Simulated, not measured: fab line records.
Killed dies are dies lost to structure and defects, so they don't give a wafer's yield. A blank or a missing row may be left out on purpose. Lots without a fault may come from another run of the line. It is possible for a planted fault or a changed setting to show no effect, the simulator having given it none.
Struck lot and sound lot, side by side || flow sky130 || 14 steps out of a route of 708
Sound: wafers L958.2, L958.3, L958.6. Struck: wafers L965.2, L965.4, L965.5. The cause comes at the end.
Per side, at each step with rows, come the tool, then ch with its chambers, and then its first start. Under that, the readings that differ: sound wafers || struck wafers || difference of the means || sigmas: that difference in standard deviations of wafers without a fault.
alike: a reading whose means differ by less than 2 such deviations, as well as words and numbers matching on both sides. not compared: withheld readings; readings where some wafer has no value; bounds like >300 that might hide an equal value; numbers whose values overlap and for which the record gives no deviation.
A row with sigmas, a row that says differs or no value, or rows on one side alone: a step with any of these is where the two part. When numbers do not overlap yet have no deviation, they are printed without sigmas and do not part them. A reading that every wafer of one side lacks parts them only if that side has two wafers or more.

first, 2 steps without rows for these wafers: SKY_METAL1_CLEAN_23 (cleans in O3/DIW); SKY_VIA1_HDPCVD_00 (deposits SiO2, target thk 1030 nm, time 171.7 s).
SKY_VIA1_THK_MEAS_01:
  sound: film_metro-02 at day 33 21:09; struck: film_metro-03 at day 36 00:20
  alike: VIA1_HDPCVD_THK
SKY_VIA1_CMP_02: polishes SiO2.
  sound on cmp-01 ch 0,3, day 33 21:12; struck on cmp-02 ch 0,1,2, day 36 00:26
  alike: motor_current_A, platen_rpm, retaining_ring_pressure_frac
SKY_VIA1_BOW_MEAS_03:
  sound: film_metro-01 at day 33 21:31; struck: film_metro-03 at day 36 00:43
  alike: VIA1_BOW
then, 7 steps without rows for these wafers: SKY_VIA1_DEHYDRATE_04 (time 60 s); SKY_VIA1_HMDS_05 (prime time 60 s); SKY_VIA1_COAT_06 (resist thk 60 nm); SKY_VIA1_COAT_07 (resist thk 450 nm); SKY_VIA1_SOFTBAKE_08 (time 90 s); SKY_VIA1_EXPOSE_09 (exposes mask VIM, target cd 150 nm); SKY_VIA1_PEB_10.
SKY_VIA1_DEVELOP_11: develop time 60 s.
  struck on litho_track-02, day 37 02:00; sound on litho_track-01 ch 0, day 35 00:00
  no value came back on the struck wafers for chill_plate_temp_C (C), develop_time_s (s), developer_temp_C (C); on the sound wafers chill_plate_temp_C (C) reads 22.87 22.87 22.98
{"reading": "model.KrF-thick_of_VIA1_COAT_07.thk_nm (nm)", "sound": "436.3 436.8 436", "struck": "449.2 449 448.9", "difference": "+12.7", "sigmas": ""}
SKY_VIA1_CD_MEAS_12: target cd 150 nm.
  sound: cd_sem-02 at day 35 00:11; struck: cd_sem-02 at day 37 03:02
{"reading": "cd_nm (nm)", "sound": "149.2 151.5 151.4", "struck": "- - -", "difference": "no value on the struck wafers", "sigmas": ""}

## WHERE THEY PART
Last at SKY_VIA1_CD_MEAS_12 as far as this record goes, first at SKY_VIA1_DEVELOP_11.

WHY: what the simulator had put in
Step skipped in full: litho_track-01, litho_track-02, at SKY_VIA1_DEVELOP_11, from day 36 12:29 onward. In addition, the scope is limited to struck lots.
